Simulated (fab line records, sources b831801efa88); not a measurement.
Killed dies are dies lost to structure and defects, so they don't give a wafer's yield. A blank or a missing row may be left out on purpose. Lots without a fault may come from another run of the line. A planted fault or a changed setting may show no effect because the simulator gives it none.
Problem report in the 8D (eight disciplines) form, filled by code | flow gf180mcu | the parts of the form that need people (team, actions taken, sign-off) are left out

1. THE PROBLEM
strip_time_to_endpoint_s at GF_M1_STRIP_17 reads a mean of 7.58 s on 6 wafers of 2 lots; wafers without a fault read 7.37 s with a standard deviation of 0.039. That is +5.4 standard deviations from the usual mean.
The step: strips in O2/N2.
First seen on wafer L119.1, day 20 06:58, on plasma_asher-04. The record holds 36 wafers of 12 lots with a number at this step. Rule for "out", or "out of limits": more than 4 standard deviations from the usual mean. The other wafers with a number count as sound.

2. WHAT IT IS AND WHAT IT IS NOT
question                    | is                               | is not
which readings at this step | strip_time_to_endpoint_s         | drypump_motor_current_A, platen_temp_c
which lots                  | L119, L122                       | L112, L114, L123, L125, L127, L129, L130, L131, L132, L133
which wafers of those lots  | all that have a number           | -
read on which tools         | plasma_asher-03, plasma_asher-04 | plasma_asher-01
when                        | from day 20 06:58                | up to then (6 sound wafers); but 24 sound wafers of L123, L125, L127, L129, L130, L131, L132, L133 came after

3. SUSPECTS, AND WHAT RULES EACH OUT
Counting: a tool at a process step up to the reading stays a suspect if it ran every lot that is out and no sound lot after the first of them.
- litho_track-02 at GF_M1_COAT_09 (resist thk 1000 nm): ruled out as a lasting fault. Sound lots L129 ran on it after its first lot that is out, L119 (day 19 18:41).
Left after counting: nothing in the record.

4. THE CAUSE (what the simulator had put in)
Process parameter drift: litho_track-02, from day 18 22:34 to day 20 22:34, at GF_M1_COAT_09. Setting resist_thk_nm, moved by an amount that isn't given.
Counting ruled it out, wrongly: the rule takes a fault to strike every lot that its tool runs from its start on, and this one did not.

5. THE CHAIN OF EFFECTS, in route order
Each row: a reading whose mean over the struck wafers that have a number lies more than 3 standard deviations from the usual. Only readings for which the record gives a usual standard deviation are gone through. hours: the time from each lot's start at the first step in this table that gives one to its start at this step, as a median over the lots. sigmas: the change in usual standard deviations.
hours | step           | reading                  | usual  | on struck wafers | change | sigmas
0     | GF_M1_STRIP_17 | strip_time_to_endpoint_s | 7.37 s | 7.58             | +0.21  | +5.4
The process steps in it:
- GF_M1_STRIP_17: strips in O2/N2.

6. WHAT WOULD HAVE CAUGHT IT SOONER
In this record the first reading out of limits was taken at day 20 06:58, 32 hours after the fault began at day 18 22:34.
